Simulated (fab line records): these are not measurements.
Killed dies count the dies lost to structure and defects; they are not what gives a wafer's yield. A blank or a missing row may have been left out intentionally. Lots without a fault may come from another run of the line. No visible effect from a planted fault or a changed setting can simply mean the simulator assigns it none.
fab line records ; flow sky130
[record] lots = 24; wafers = 72; lastDay = 50
route steps=708 shown CONTACT@423 METAL2@499 VIA2@510 VIA3@596 VIA4@656 PAD_OPEN@701
lots that met no fault: from a run of the same line without faults
startH: start of the lot's first displayed wafer, in hours after the record's first day ; waitH: hours elapsed since this lot's preceding step ; " unchanged from the row above ; L1.1+2: a row that stands for several wafers ; - no value present, or no start provided ; * or withheld: withheld ; < > ~ a bound
route shown NAME@n: a module of which the file shows steps, and the number in the route of the first ; usual: average and standard deviation across the fault-free wafers ; same: alike in all rows ; chamber/n: place in a boat ; sites: readings site by site ; _std_site: the standard deviation of these ; _edge_site: outer sites' mean less inner sites' ; radiusMm: for every site, how far away it sits from the centre of the wafer ; mask NAME#n: copy n ; behind: tool/chamber where the wafer was last shaped ; hold: reason for holding the lot/hours on hold/outcome of the hold ; device: the n, p or np transistor that did not switch ; end of line: tests run on the same wafers once the route is complete ; step lacking rows: just its recipe ; killed: dies lost to structure and defects at the first sort, not the wafer's yield ; map: dies across one wafer; x = killed, . = not, _ = none there
set.NAME: the setting the step ran with; set.NAME@STEP: the setting that earlier step ran with ; model.NAME: the simulator's own value behind a step, which no gauge read
a sample of lots followed through the steps of the route, with each step as a table and each wafer as a row
services: the hour from which a tool's chamber was out of use, counted from the record's first day as startH (under 0 if before that day), plus the number of hours and why
[[steps]]
[step SKY_CONTACT_ETCH_17]
[recipe] target = SiO2; chemistry = C4F8/O2/Ar; stopOn = Si3N4; maskMaterial = KrF-thick; sourceW = 1500; biasW = 1200; pressureMtorr = 40; c4f8FlowSccm = withheld; O2_flow_sccm = 6; Ar_flow_sccm = 300; timeS = withheld; targetDepthA = 3400
[usual] oesProductAu = 0.891/0.0044
lot.wafer;tool;chamber;startH;waitH;oesProductAu
L074.1;rieDiel-04;3;736.36;0.0;0.885
L074.3;rieDiel-04;2;736.36;0.0;0.889
L074.4;rieDiel-04;1;736.36;0.0;0.887
L075.1;rieDiel-03;0;744.99;0.0;0.889
L075.5;rieDiel-03;0;744.99;0.0;0.891
L075.6;rieDiel-03;1;744.99;0.0;0.889
L076.1;rieDiel-02;1;752.86;0.0;0.889
L076.3;rieDiel-02;3;752.86;0.0;0.894
L076.5;rieDiel-02;3;752.86;0.0;0.890
L077.1;rieDiel-02;1;764.76;0.0;0.901
L077.2;rieDiel-02;0;764.76;0.0;0.881
L077.3;rieDiel-02;3;764.76;0.0;0.889
L078.2;rieDiel-03;2;775.44;0.0;0.896
L078.5;rieDiel-03;1;775.44;0.0;0.891
L078.6;rieDiel-03;2;775.44;0.0;0.892
L079.2;rieDiel-03;2;778.89;0.0;0.886
L079.4;rieDiel-03;0;778.89;0.0;0.890
L079.6;rieDiel-03;1;778.89;0.0;0.891
L080.2;rieDiel-03;0;779.59;0.0;0.896
L080.3;rieDiel-03;3;779.59;0.0;0.893
L080.6;rieDiel-03;2;779.59;0.0;0.887
L081.2;rieDiel-03;1;790.01;0.0;0.896
L081.5;rieDiel-03;1;790.01;0.0;0.892
L081.6;rieDiel-03;2;790.01;0.0;0.890
L082.3;rieDiel-03;1;800.81;0.0;0.885
L082.5;rieDiel-03;0;800.81;0.0;0.898
L082.6;rieDiel-03;2;800.81;0.0;0.889
L083.2;rieDiel-02;1;806.56;0.0;0.889
L083.5;rieDiel-02;2;806.56;0.0;0.895
L083.6;rieDiel-02;3;806.56;0.0;0.893
L084.4;rieDiel-03;1;812.94;0.0;0.887
L084.5;rieDiel-03;2;812.94;0.0;0.898
L084.6;rieDiel-03;0;812.94;0.0;0.885
L085.2;rieDiel-02;2;819.01;0.0;0.887
L085.3;rieDiel-02;1;819.01;0.0;0.891
L085.6;rieDiel-02;2;819.01;0.0;0.883
L086.1;rieDiel-03;1;824.66;0.0;0.892
L086.2;rieDiel-03;2;824.66;0.0;0.888
L086.3;rieDiel-03;3;824.66;0.0;0.888
L089.2;rieDiel-02;3;866.96;0.0;0.896
L089.3;rieDiel-02;0;866.96;0.0;0.888
L089.6;rieDiel-02;3;866.96;0.0;0.891
L087.1;rieDiel-02;3;868.34;0.0;0.899
L087.3;rieDiel-02;2;868.34;0.0;0.887
L087.6;rieDiel-02;2;868.34;0.0;0.887
L088.1;rieDiel-04;2;868.81;0.0;0.892
L088.2;rieDiel-04;3;868.81;0.0;0.887
L088.4;rieDiel-04;0;868.81;0.0;0.895
L090.1;rieDiel-03;1;869.04;0.0;0.889
L090.5;rieDiel-03;1;869.04;0.0;0.892
L090.6;rieDiel-03;2;869.04;0.0;0.886
L091.1;rieDiel-04;0;869.56;0.0;0.887
L091.2;rieDiel-04;1;869.56;0.0;0.890
L091.4;rieDiel-04;3;869.56;0.0;0.887
L092.3;rieDiel-02;2;872.29;0.0;0.892
L092.4;rieDiel-02;1;872.29;0.0;0.895
L092.5;rieDiel-02;1;872.29;0.0;0.893
L093.1;rieDiel-04;1;877.16;0.0;0.892
L093.5;rieDiel-04;0;877.16;0.0;0.885
L093.6;rieDiel-04;3;877.16;0.0;0.895
L094.3;rieDiel-04;3;882.89;0.0;0.881
L094.5;rieDiel-04;3;882.89;0.0;0.892
L094.6;rieDiel-04;0;882.89;0.0;0.897
L095.2;rieDiel-03;0;897.21;0.0;0.884
L095.4;rieDiel-03;3;897.21;0.0;0.894
L095.5;rieDiel-03;0;897.21;0.0;0.885
L096.4;rieDiel-03;3;903.71;0.0;0.888
L096.5;rieDiel-03;3;903.71;0.0;0.890
L096.6;rieDiel-03;0;903.71;0.0;0.889
L097.1;rieDiel-03;1;912.59;0.0;0.889
L097.5;rieDiel-03;2;912.59;0.0;0.888
L097.6;rieDiel-03;3;912.59;0.0;0.891
[step SKY_METAL2_OVL_MEAS_16]
[usual] METAL2_OVL = -2/7.1
lot.wafer;tool;chamber;startH;waitH;METAL2_OVL[nm]
L074.1;overlay-02;-;829.83;0.1;-13
L074.3;overlay-02;-;829.83;0.1;-20
L074.4;overlay-02;-;829.83;0.1;-21
L075.1;overlay-01;-;831.08;0.1;-7
L075.5;overlay-01;-;831.08;0.1;-1
L075.6;overlay-01;-;831.08;0.1;3
L076.1;overlay-01;-;837.13;0.1;-8
L076.3;overlay-01;-;837.13;0.1;-5
L076.5;overlay-01;-;837.13;0.1;-4
L077.1;overlay-01;-;847.66;0.1;-2
L077.2;overlay-01;-;847.66;0.1;-8
L077.3;overlay-01;-;847.66;0.1;-4
L078.2;overlay-01;-;858.94;0.1;3
L078.5;overlay-01;-;858.94;0.1;-3
L078.6;overlay-01;-;858.94;0.1;7
L079.2;overlay-01;-;863.92;0.1;5
L079.4;overlay-01;-;863.92;0.1;3
L079.6;overlay-01;-;863.92;0.1;7
L080.2;overlay-01;-;864.27;0.1;-6
L080.3;overlay-01;-;864.27;0.1;-2
L080.6;overlay-01;-;864.27;0.1;-2
L081.2;overlay-01;-;874.02;0.1;-1
L081.5;overlay-01;-;874.02;0.1;-3
L081.6;overlay-01;-;874.02;0.1;-4
L082.3;overlay-01;-;883.98;0.1;-8
L082.5;overlay-01;-;883.98;0.1;4
L082.6;overlay-01;-;883.98;0.1;-2
L083.2;overlay-02;-;890.44;0.1;-3
L083.5;overlay-02;-;890.44;0.1;-15
L083.6;overlay-02;-;890.44;0.1;-10
L084.4;overlay-02;-;896.65;0.1;-2
L084.5;overlay-02;-;896.65;0.1;3
L084.6;overlay-02;-;896.65;0.1;0
L085.2;overlay-02;-;901.49;0.1;-8
L085.3;overlay-02;-;901.49;0.1;0
L085.6;overlay-02;-;901.49;0.1;10
L086.1;overlay-01;-;907.58;0.1;-9
L086.2;overlay-01;-;907.58;0.1;-7
L086.3;overlay-01;-;907.58;0.1;-6
L089.2;overlay-01;-;947.14;0.1;6
L089.3;overlay-01;-;947.14;0.1;10
L089.6;overlay-01;-;947.14;0.1;13
L087.1;overlay-01;-;948.92;0.1;-6
L087.3;overlay-01;-;948.92;0.1;-8
L087.6;overlay-01;-;948.92;0.1;-8
L088.1;overlay-01;-;949.28;0.1;-4
L088.2;overlay-01;-;949.28;0.1;1
L088.4;overlay-01;-;949.28;0.1;-5
L090.1;overlay-02;-;949.63;0.1;4
L090.5;overlay-02;-;949.63;0.1;3
L090.6;overlay-02;-;949.63;0.1;3
L091.1;overlay-02;-;950.58;0.1;-1
L091.2;overlay-02;-;950.58;0.1;-5
L091.4;overlay-02;-;950.58;0.1;-4
L092.3;overlay-02;-;952.54;0.1;0
L092.4;overlay-02;-;952.54;0.1;-5
L092.5;overlay-02;-;952.54;0.1;4
L093.1;overlay-01;-;956.73;0.1;5
L093.5;overlay-01;-;956.73;0.1;6
L093.6;overlay-01;-;956.73;0.1;3
L094.3;overlay-01;-;960.79;0.1;13
L094.5;overlay-01;-;960.79;0.1;13
L094.6;overlay-01;-;960.79;0.1;8
L095.2;overlay-02;-;977.04;0.1;-4
L095.4;overlay-02;-;977.04;0.1;-7
L095.5;overlay-02;-;977.04;0.1;-3
L096.4;overlay-01;-;983.40;0.1;4
L096.5;overlay-01;-;983.40;0.1;-6
L096.6;overlay-01;-;983.40;0.1;4
L097.1;overlay-01;-;990.98;0.1;-5
L097.5;overlay-01;-;990.98;0.1;-11
L097.6;overlay-01;-;990.98;0.1;-2
[step SKY_VIA2_BOW_MEAS_03]
[recipe] mode = bow
[usual] VIA2_BOW = 87/6.9
lot.wafer;tool;chamber;startH;waitH;VIA2_BOW[um]
L074.1;filmMetro-02;-;831.13;0.2;87
L074.3;filmMetro-02;-;831.13;0.2;91
L074.4;filmMetro-02;-;831.13;0.2;96
L075.1;filmMetro-01;-;832.38;0.2;99
L075.5;filmMetro-01;-;832.38;0.2;82
L075.6;filmMetro-01;-;832.38;0.2;93
L076.1;filmMetro-01;-;838.43;0.1;88
L076.3;filmMetro-01;-;838.43;0.1;100
L076.5;filmMetro-01;-;838.43;0.1;92
L077.1;filmMetro-04;-;849.06;0.2;84
L077.2;filmMetro-04;-;849.06;0.2;71
L077.3;filmMetro-04;-;849.06;0.2;81
L078.2;filmMetro-02;-;860.26;0.3;87
L078.5;filmMetro-02;-;860.26;0.3;82
L078.6;filmMetro-02;-;860.26;0.3;93
L079.2;filmMetro-01;-;865.24;0.2;91
L079.4;filmMetro-01;-;865.24;0.2;95
L079.6;filmMetro-01;-;865.24;0.2;78
L080.2;filmMetro-04;-;865.59;0.1;89
L080.3;filmMetro-04;-;865.59;0.1;89
L080.6;filmMetro-04;-;865.59;0.1;85
L081.2;filmMetro-04;-;875.47;0.2;84
L081.5;filmMetro-04;-;875.47;0.2;90
L081.6;filmMetro-04;-;875.47;0.2;93
L082.3;filmMetro-02;-;885.32;0.3;94
L082.5;filmMetro-02;-;885.32;0.3;94
L082.6;filmMetro-02;-;885.32;0.3;88
L083.2;filmMetro-04;-;892.03;0.2;88
L083.5;filmMetro-04;-;892.03;0.2;75
L083.6;filmMetro-04;-;892.03;0.2;94
L084.4;filmMetro-04;-;897.99;0.3;71
L084.5;filmMetro-04;-;897.99;0.3;91
L084.6;filmMetro-04;-;897.99;0.3;80
L085.2;filmMetro-04;-;902.82;0.1;92
L085.3;filmMetro-04;-;902.82;0.1;93
L085.6;filmMetro-04;-;902.82;0.1;76
L086.1;filmMetro-01;-;908.88;0.2;88
L086.2;filmMetro-01;-;908.88;0.2;71
L086.3;filmMetro-01;-;908.88;0.2;90
L089.2;filmMetro-04;-;948.45;0.3;90
L089.3;filmMetro-04;-;948.45;0.3;92
L089.6;filmMetro-04;-;948.45;0.3;91
L087.1;filmMetro-01;-;950.21;0.1;87
L087.3;filmMetro-01;-;950.21;0.1;108
L087.6;filmMetro-01;-;950.21;0.1;93
L088.1;filmMetro-01;-;950.60;0.1;74
L088.2;filmMetro-01;-;950.60;0.1;84
L088.4;filmMetro-01;-;950.60;0.1;89
L090.1;filmMetro-02;-;950.94;0.2;83
L090.5;filmMetro-02;-;950.94;0.2;92
L090.6;filmMetro-02;-;950.94;0.2;86
L091.1;filmMetro-01;-;952.02;0.1;80
L091.2;filmMetro-01;-;952.02;0.1;84
L091.4;filmMetro-01;-;952.02;0.1;80
L092.3;filmMetro-04;-;953.91;0.3;88
L092.4;filmMetro-04;-;953.91;0.3;77
L092.5;filmMetro-04;-;953.91;0.3;90
L093.1;filmMetro-01;-;958.04;0.3;78
L093.5;filmMetro-01;-;958.04;0.3;92
L093.6;filmMetro-01;-;958.04;0.3;89
L094.3;filmMetro-04;-;962.12;0.3;92
L094.5;filmMetro-04;-;962.12;0.3;98
L094.6;filmMetro-04;-;962.12;0.3;98
L095.2;filmMetro-02;-;978.92;0.1;81
L095.4;filmMetro-02;-;978.92;0.1;80
L095.5;filmMetro-02;-;978.92;0.1;83
L096.4;filmMetro-02;-;984.75;0.3;90
L096.5;filmMetro-02;-;984.75;0.3;86
L096.6;filmMetro-02;-;984.75;0.3;88
L097.1;filmMetro-01;-;992.28;0.1;86
L097.5;filmMetro-01;-;992.28;0.1;68
L097.6;filmMetro-01;-;992.28;0.1;85
[step SKY_VIA3_THK_MEAS_23]
[recipe] thkMeasGauge = xrf; reads = W_of_VIA3_CVD_21
[usual] VIA3_W_THK = 402/10
lot.wafer;tool;chamber;startH;waitH;VIA3_W_THK[nm]
L074.1;filmMetro-01;-;937.19;0.1;404
L074.3;filmMetro-01;-;937.19;0.1;395
L074.4;filmMetro-01;-;937.19;0.1;419
L075.1;filmMetro-03;-;939.01;0.1;397
L075.5;filmMetro-03;-;939.01;0.1;397
L075.6;filmMetro-03;-;939.01;0.1;392
L076.1;filmMetro-03;-;944.46;0.1;401
L076.3;filmMetro-03;-;944.46;0.1;396
L076.5;filmMetro-03;-;944.46;0.1;393
L077.1;filmMetro-03;-;955.59;0.1;395
L077.2;filmMetro-03;-;955.59;0.1;394
L077.3;filmMetro-03;-;955.59;0.1;398
L078.2;filmMetro-02;-;965.58;0.1;419
L078.5;filmMetro-02;-;965.58;0.1;424
L078.6;filmMetro-02;-;965.58;0.1;405
L079.2;filmMetro-03;-;970.17;0.1;401
L079.4;filmMetro-03;-;970.17;0.1;399
L079.6;filmMetro-03;-;970.17;0.1;391
L080.2;filmMetro-03;-;970.99;0.1;420
L080.3;filmMetro-03;-;970.99;0.1;400
L080.6;filmMetro-03;-;970.99;0.1;399
L081.2;filmMetro-01;-;981.41;0.1;399
L081.5;filmMetro-01;-;981.41;0.1;399
L081.6;filmMetro-01;-;981.41;0.1;398
L082.3;filmMetro-02;-;987.07;0.1;421
L082.5;filmMetro-02;-;987.07;0.1;424
L082.6;filmMetro-02;-;987.07;0.1;397
L083.2;filmMetro-02;-;996.89;0.1;391
L083.5;filmMetro-02;-;996.89;0.1;392
L083.6;filmMetro-02;-;996.89;0.1;387
L084.4;filmMetro-01;-;1001.98;0.1;420
L084.5;filmMetro-01;-;1001.98;0.1;412
L084.6;filmMetro-01;-;1001.98;0.1;399
L085.2;filmMetro-03;-;1006.32;0.1;397
L085.3;filmMetro-03;-;1006.32;0.1;396
L085.6;filmMetro-03;-;1006.32;0.1;410
L086.1;filmMetro-02;-;1012.36;0.1;418
L086.2;filmMetro-02;-;1012.36;0.1;401
L086.3;filmMetro-02;-;1012.36;0.1;398
L089.2;filmMetro-03;-;1048.61;0.1;393
L089.3;filmMetro-03;-;1048.61;0.1;394
L089.6;filmMetro-03;-;1048.61;0.1;397
L087.1;filmMetro-02;-;1051.64;0.1;386
L087.3;filmMetro-02;-;1051.64;0.1;400
L087.6;filmMetro-02;-;1051.64;0.1;398
L088.1;filmMetro-03;-;1052.24;0.1;406
L088.2;filmMetro-03;-;1052.24;0.1;420
L088.4;filmMetro-03;-;1052.24;0.1;406
L090.1;filmMetro-01;-;1052.51;0.1;394
L090.5;filmMetro-01;-;1052.51;0.1;405
L090.6;filmMetro-01;-;1052.51;0.1;395
L091.1;filmMetro-01;-;1053.71;0.1;420
L091.2;filmMetro-01;-;1053.71;0.1;403
L091.4;filmMetro-01;-;1053.71;0.1;405
L092.3;filmMetro-01;-;1054.47;0.1;404
L092.4;filmMetro-01;-;1054.47;0.1;421
L092.5;filmMetro-01;-;1054.47;0.1;423
L093.1;filmMetro-03;-;1055.90;0.1;408
L093.5;filmMetro-03;-;1055.90;0.1;390
L093.6;filmMetro-03;-;1055.90;0.1;399
L094.3;filmMetro-02;-;1059.77;0.1;394
L094.5;filmMetro-02;-;1059.77;0.1;383
L094.6;filmMetro-02;-;1059.77;0.1;394
L095.2;filmMetro-02;-;1077.92;0.1;388
L095.4;filmMetro-02;-;1077.92;0.1;402
L095.5;filmMetro-02;-;1077.92;0.1;404
L096.4;filmMetro-02;-;1080.72;0.1;403
L096.5;filmMetro-02;-;1080.72;0.1;399
L096.6;filmMetro-02;-;1080.72;0.1;393
L097.1;filmMetro-02;-;1087.41;0.1;399
L097.5;filmMetro-02;-;1087.41;0.1;413
L097.6;filmMetro-02;-;1087.41;0.1;401
[step SKY_VIA4_SPUTTER_17]
[recipe] material = TiN; targetThkNm = 20; chamberPressurePa = 5; powerW = 4000; timeS = 80
[usual] throttleValvePct = 29.8/0.72
[same] timeS = 80
lot.wafer;tool;chamber;startH;waitH;throttleValvePct
L074.1;pvdSputter-04;-;1012.70;0.0;30.3
L074.3;pvdSputter-04;-;1012.70;0.0;29.2
L074.4;pvdSputter-04;-;1012.70;0.0;29.3
L075.1;pvdSputter-04;-;1014.61;0.0;29.3
L075.5;pvdSputter-04;-;1014.61;0.0;28.9
L075.6;pvdSputter-04;-;1014.61;0.0;30.1
L076.1;pvdSputter-01;-;1018.72;0.0;30.3
L076.3;pvdSputter-01;-;1018.72;0.0;30.6
L076.5;pvdSputter-01;-;1018.72;0.0;30.3
L077.1;pvdSputter-04;-;1030.29;0.0;29.0
L077.2;pvdSputter-04;-;1030.29;0.0;29.0
L077.3;pvdSputter-04;-;1030.29;0.0;30.3
L078.2;pvdSputter-02;-;1039.82;0.0;30.2
L078.5;pvdSputter-02;-;1039.82;0.0;30.7
L078.6;pvdSputter-02;-;1039.82;0.0;30.3
L079.2;pvdSputter-02;-;1044.40;0.0;29.4
L079.4;pvdSputter-02;-;1044.40;0.0;30.5
L079.6;pvdSputter-02;-;1044.40;0.0;30.3
L080.2;pvdSputter-04;-;1044.70;0.0;29.1
L080.3;pvdSputter-04;-;1044.70;0.0;29.2
L080.6;pvdSputter-04;-;1044.70;0.0;29.1
L081.2;pvdSputter-01;-;1054.08;0.0;30.0
L081.5;pvdSputter-01;-;1054.08;0.0;29.9
L081.6;pvdSputter-01;-;1054.08;0.0;30.5
L082.3;pvdSputter-04;-;1060.31;0.0;30.1
L082.5;pvdSputter-04;-;1060.31;0.0;30.0
L082.6;pvdSputter-04;-;1060.31;0.0;29.0
L083.2;pvdSputter-02;-;1067.92;0.0;30.7
L083.5;pvdSputter-02;-;1067.92;0.0;29.3
L083.6;pvdSputter-02;-;1067.92;0.0;30.8
L084.4;pvdSputter-01;-;1074.65;0.0;30.2
L084.5;pvdSputter-01;-;1074.65;0.0;30.6
L084.6;pvdSputter-01;-;1074.65;0.0;29.9
L085.2;pvdSputter-02;-;1078.18;0.0;30.3
L085.3;pvdSputter-02;-;1078.18;0.0;30.5
L085.6;pvdSputter-02;-;1078.18;0.0;30.7
L086.1;pvdSputter-02;-;1083.65;0.0;30.7
L086.2;pvdSputter-02;-;1083.65;0.0;30.0
L086.3;pvdSputter-02;-;1083.65;0.0;30.7
L089.2;pvdSputter-01;-;1117.21;0.0;28.6
L089.3;pvdSputter-01;-;1117.21;0.0;28.8
L089.6;pvdSputter-01;-;1117.21;0.0;28.9
L087.1;pvdSputter-01;-;1118.32;0.0;28.8
L087.3;pvdSputter-01;-;1118.32;0.0;28.5
L087.6;pvdSputter-01;-;1118.32;0.0;30.5
L088.1;pvdSputter-04;-;1119.21;0.0;29.2
L088.2;pvdSputter-04;-;1119.21;0.0;28.9
L088.4;pvdSputter-04;-;1119.21;0.0;29.2
L090.1;pvdSputter-02;-;1120.75;0.0;30.1
L090.5;pvdSputter-02;-;1120.75;0.0;30.2
L090.6;pvdSputter-02;-;1120.75;0.0;30.9
L091.1;pvdSputter-01;-;1121.44;0.0;30.3
L091.2;pvdSputter-01;-;1121.44;0.0;29.1
L091.4;pvdSputter-01;-;1121.44;0.0;28.7
L092.3;pvdSputter-02;-;1122.35;0.0;30.2
L092.4;pvdSputter-02;-;1122.35;0.0;29.5
L092.5;pvdSputter-02;-;1122.35;0.0;30.2
L093.1;pvdSputter-01;-;1122.47;0.0;30.3
L093.5;pvdSputter-01;-;1122.47;0.0;30.2
L093.6;pvdSputter-01;-;1122.47;0.0;30.3
L094.3;pvdSputter-02;-;1126.01;0.0;30.8
L094.5;pvdSputter-02;-;1126.01;0.0;30.9
L094.6;pvdSputter-02;-;1126.01;0.0;29.4
L095.2;pvdSputter-04;-;1142.27;0.0;29.0
L095.4;pvdSputter-04;-;1142.27;0.0;29.2
L095.5;pvdSputter-04;-;1142.27;0.0;29.2
L096.4;pvdSputter-04;-;1143.81;0.0;28.9
L096.5;pvdSputter-04;-;1143.81;0.0;29.4
L096.6;pvdSputter-04;-;1143.81;0.0;30.2
L097.1;pvdSputter-02;-;1148.62;0.0;30.6
L097.5;pvdSputter-02;-;1148.62;0.0;29.3
L097.6;pvdSputter-02;-;1148.62;0.0;30.3
[step SKY_PAD_OPEN_ETCH_07]
[recipe] chemistry = CF4/O2; targetDepthNm = 725; stopOn = AlCu; sourceW = 800; biasW = 150; pressureMtorr = 150; cf4FlowSccm = 80; O2_flow_sccm = 10; timeS = 161.1
[usual] cf4FlowSccm = 80.03/0.28; drypumpMotorCurrentA = 5.7/0.44; oesProductAu = 0.977/0.0088; throttleValvePct = 5.965/0.0088
[same] timeS = 161.1
lot.wafer;tool;chamber;startH;waitH;cf4FlowSccm;drypumpMotorCurrentA;oesProductAu;rfHoursCounterH;throttleValvePct
L074.1;rieDiel-02;3;1081.81;-;79.97;6.2;0.965;16;5.973
L074.3;rieDiel-02;0;1081.81;-;80.06;5.0;0.986;16;5.974
L074.4;rieDiel-02;2;1081.81;-;79.64;5.1;0.993;14;5.979
L075.1;rieDiel-04;1;1083.42;-;80.07;5.8;0.979;12;5.969
L075.5;rieDiel-04;2;1083.42;-;80.36;5.2;0.960;-;5.963
L075.6;rieDiel-04;1;1083.42;-;80.50;5.8;0.996;-;5.958
L076.1;rieDiel-04;0;1085.96;-;79.89;6.0;0.983;13;5.987
L076.3;rieDiel-04;1;1085.96;-;80.05;5.8;0.977;12;5.977
L076.5;rieDiel-04;0;1085.96;-;79.93;6.0;0.981;-;5.972
L077.1;rieDiel-03;3;1098.16;-;80.35;6.1;0.979;10;5.969
L077.2;rieDiel-03;0;1098.16;-;80.33;5.1;0.984;8;5.976
L077.3;rieDiel-03;2;1098.16;-;79.83;6.1;0.983;12;5.981
L078.2;rieDiel-03;0;1105.67;-;79.53;5.1;0.977;8;5.981
L078.5;rieDiel-03;2;1105.67;-;80.49;6.2;0.986;-;5.978
L078.6;rieDiel-03;1;1105.67;-;79.84;6.1;0.995;-;5.956
L079.2;rieDiel-04;0;1109.06;-;79.79;6.0;0.965;13;5.956
L079.4;rieDiel-04;1;1109.06;-;79.84;5.8;0.970;13;5.958
L079.6;rieDiel-04;3;1109.06;-;80.22;6.1;0.963;-;5.959
L080.2;rieDiel-02;0;1109.46;-;79.95;5.1;0.981;17;5.961
L080.3;rieDiel-02;1;1109.46;-;79.68;5.8;0.981;28;5.964
L080.6;rieDiel-02;2;1109.46;-;80.29;5.1;0.985;-;5.969
L081.2;rieDiel-02;3;1119.42;-;80.16;6.2;0.967;17;5.966
L081.5;rieDiel-02;0;1119.42;-;79.93;5.0;0.977;-;5.968
L081.6;rieDiel-02;1;1119.42;-;79.99;5.8;0.983;-;5.963
L082.3;rieDiel-03;1;1124.41;-;80.25;6.1;0.984;23;5.969
L082.5;rieDiel-03;2;1124.41;-;79.49;6.2;0.971;-;5.980
L082.6;rieDiel-03;3;1124.41;-;80.11;6.1;0.975;-;5.973
L083.2;rieDiel-03;2;1130.06;-;80.74;6.1;0.967;13;5.971
L083.5;rieDiel-03;3;1130.06;-;79.90;6.0;0.985;-;5.986
L083.6;rieDiel-03;0;1130.06;-;80.43;5.1;0.990;-;5.974
L084.4;rieDiel-02;1;1137.42;-;79.85;5.8;0.980;29;5.966
L084.5;rieDiel-02;0;1137.42;-;79.82;5.0;0.983;-;5.972
L084.6;rieDiel-02;1;1137.42;-;79.86;5.8;0.977;-;5.970
L085.2;rieDiel-04;1;1139.91;-;79.96;5.7;0.979;15;5.964
L085.3;rieDiel-04;2;1139.91;-;80.58;5.2;0.975;8;5.966
L085.6;rieDiel-04;0;1139.91;-;79.45;6.0;0.974;-;5.967
L086.1;rieDiel-03;3;1144.36;-;80.32;6.1;0.977;11;5.964
L086.2;rieDiel-03;0;1144.36;-;80.38;5.1;0.980;10;5.973
L086.3;rieDiel-03;2;1144.36;-;80.07;6.1;0.972;14;5.953
L089.2;rieDiel-02;1;1173.81;-;79.86;5.8;0.964;31;5.973
L089.3;rieDiel-02;3;1173.81;-;80.05;6.2;0.960;19;5.973
L089.6;rieDiel-02;1;1173.81;-;80.19;5.8;0.986;-;5.971
L087.1;rieDiel-03;0;1175.31;-;79.83;5.1;0.978;11;5.964
L087.3;rieDiel-03;3;1175.31;-;80.01;6.1;0.971;12;5.962
L087.6;rieDiel-03;3;1175.31;-;80.40;6.1;0.992;-;5.979
L088.1;rieDiel-04;3;1176.01;-;80.19;6.1;0.965;1;5.950
L088.2;rieDiel-04;2;1176.01;-;80.12;5.2;0.972;10;5.957
L088.4;rieDiel-04;0;1176.01;-;79.36;6.0;0.973;16;5.959
L090.1;rieDiel-02;2;1177.92;-;80.03;5.1;0.977;18;5.971
L090.5;rieDiel-02;1;1177.92;-;79.85;5.8;0.979;-;5.966
L090.6;rieDiel-02;0;1177.92;-;80.04;5.0;0.982;-;5.977
L091.1;rieDiel-03;0;1177.96;-;80.55;5.1;0.972;11;5.956
L091.2;rieDiel-03;3;1177.96;-;79.91;6.1;0.981;12;5.957
L091.4;rieDiel-03;0;1177.96;-;80.36;5.1;0.979;-;5.963
L092.3;rieDiel-02;3;1179.77;-;80.18;6.2;0.960;20;5.957
L092.4;rieDiel-02;2;1179.77;-;79.95;5.1;0.988;18;5.962
L092.5;rieDiel-02;1;1179.77;-;79.74;5.8;0.979;-;5.980
L093.1;rieDiel-03;0;1179.81;-;80.14;5.1;0.977;11;5.962
L093.5;rieDiel-03;3;1179.81;-;79.58;6.1;0.990;-;5.965
L093.6;rieDiel-03;1;1179.81;-;80.15;6.1;0.987;-;5.956
L094.3;rieDiel-02;3;1183.16;-;80.09;6.2;0.961;20;5.949
L094.5;rieDiel-02;2;1183.16;-;79.71;5.1;0.987;-;5.965
L094.6;rieDiel-02;3;1183.16;-;80.39;6.2;0.966;-;5.965
L095.2;rieDiel-04;3;1195.82;-;79.81;6.1;0.970;2;5.970
L095.4;rieDiel-04;2;1195.82;-;80.10;5.2;0.974;10;5.942
L095.5;rieDiel-04;2;1195.82;-;79.79;5.2;0.979;-;5.974
L096.4;rieDiel-04;2;1198.61;-;79.94;5.2;0.970;11;5.970
L096.5;rieDiel-04;1;1198.61;-;79.94;5.8;0.982;-;5.960
L096.6;rieDiel-04;0;1198.61;-;79.85;6.0;0.973;-;5.953
L097.1;rieDiel-04;3;1201.41;-;79.70;6.1;0.974;2;5.958
L097.5;rieDiel-04;3;1201.41;-;80.08;6.1;0.984;-;5.960
L097.6;rieDiel-04;2;1201.41;-;79.86;5.2;0.970;-;5.971
[[services]]
tool;chamber;startH;hours;kind
rieDiel-04;-;735.83;0.3;repair
rieDiel-02;-;740.64;1.9;repair
rieDiel-04;-;753.35;69.9;repair
rieDiel-04;3;757.72;4.4;repair
rieDiel-02;2;807.58;5.8;repair
rieDiel-03;0;835.04;3.9;repair
rieDiel-02;3;838.46;15.9;repair
rieDiel-02;1;864.14;7.5;repair
rieDiel-04;-;890.97;15.6;pm
rieDiel-02;-;900.36;15.6;pm
rieDiel-04;2;918.90;34.7;repair
rieDiel-02;1;940.50;1.5;repair
rieDiel-03;1;940.67;9.6;repair
rieDiel-02;2;955.41;14.9;repair
rieDiel-02;0;960.20;2.0;repair
rieDiel-02;0;1006.15;2.0;repair
rieDiel-03;0;1019.79;7.0;repair
rieDiel-04;-;1089.70;0.9;repair
rieDiel-02;0;1106.28;2.7;repair
rieDiel-03;-;1137.62;2.8;pm
rieDiel-02;0;1164.05;4.9;repair
rieDiel-02;1;1188.02;4.5;repair
rieDiel-02;-;1191.30;0.5;repair
rieDiel-03;1;1196.97;3.1;repair
[[key]]
fault none
